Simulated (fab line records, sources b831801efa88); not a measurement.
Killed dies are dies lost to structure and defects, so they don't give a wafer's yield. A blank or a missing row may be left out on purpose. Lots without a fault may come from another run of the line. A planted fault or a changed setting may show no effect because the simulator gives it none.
A struck lot beside a sound one | flow gf180mcu | 15 steps out of a route of 602
Sound: wafers L538.1, L538.2, L538.5. Struck: wafers L530.1, L530.4, L530.5. The cause comes at the end.
At each step with rows: each side's tool, then ch and its chambers, then its first start. Under that, the readings that differ: sound wafers | struck wafers | difference of the means | sigmas: that difference in standard deviations of wafers without a fault.
alike: readings whose means differ by less than 2 such deviations, and words and numbers that are the same on both sides. not compared: withheld readings, readings that some wafer has no value for, bounds like >300 that may hide the same value, and numbers for which the record gives no deviation and whose values overlap.
The two part at a step that has a row with sigmas, a row that says differs or no value, or rows on one side only. Numbers that don't overlap but have no deviation are shown without sigmas and don't part them. A reading that every wafer of one side lacks parts them only if that side has two wafers or more.

GF_V1_BOW_MEAS_05:
  sound on film_metro-02, day 24 23:55; struck on film_metro-04, day 22 10:45
  reading     | sound    | struck    | difference | sigmas
  V1_BOW (um) | 69 68 83 | 102 85 90 | +19        | +3
then, 8 steps without rows for these wafers: GF_V1_DEHYDRATE_06 (time 60 s); GF_V1_HMDS_07 (prime time 60 s); GF_V1_COAT_08; GF_V1_COAT_09 (resist thk 981.3 nm); GF_V1_SOFTBAKE_10 (time 60 s); GF_V1_EXPOSE_11 (exposes mask Via1, target cd 260 nm); GF_V1_PEB_12 (peb time 90 s); GF_V1_DEVELOP_13 (develop time 60 s).
GF_V1_CD_MEAS_14: target cd 260 nm.
  sound on cd_sem-02, day 25 21:19; struck on cd_sem-01, day 23 10:16
  alike: cd_nm
GF_V1_OVL_MEAS_15:
  sound on overlay-02, day 25 21:26; struck on overlay-02, day 23 10:23
  alike: V1_OVL
GF_V1_ETCH_16: etches BARC in N2/H2.
  sound on rie_diel-04 ch 0,2,3, day 25 21:28; struck on rie_diel-04 ch 1,3, day 23 10:26
  alike: bias_w, chamber_pressure_mTorr, drypump_motor_current_A, oes_product_au, throttle_valve_pct
GF_V1_ETCH_17: etches SiO2 in C4F8/O2/Ar, stops on TiN, target depth 630 nm.
  sound on rie_diel-04 ch 0,2,3, day 25 21:00; struck on rie_diel-04 ch 1,3, day 23 10:00
  no value came back on the struck wafers for bias_w (W), chamber_pressure_mTorr (mTorr), oes_product_au (a.u.); on the sound wafers bias_w (W) reads 1198 1206 1201
GF_V1_STRIP_18: strips in O2/N2.
  sound on plasma_asher-02 ch 0,1, day 25 21:35; struck on plasma_asher-02 ch 0,1, day 23 10:34
  reading               | sound             | struck            | difference | sigmas
  oes_product_au (a.u.) | 0.580 0.584 0.584 | 0.651 0.662 0.662 | +0.076     | +18
  alike: drypump_motor_current_A, heater_power_w
  not compared: rf_hours_counter_h
then, 1 step without rows for these wafers: GF_V1_STRIP_19 (strips in post etch residue remover, time 1200 s).

WHERE THEY PART
First at GF_V1_BOW_MEAS_05; last, within this record, at GF_V1_STRIP_18.

WHY: what the simulator had put in
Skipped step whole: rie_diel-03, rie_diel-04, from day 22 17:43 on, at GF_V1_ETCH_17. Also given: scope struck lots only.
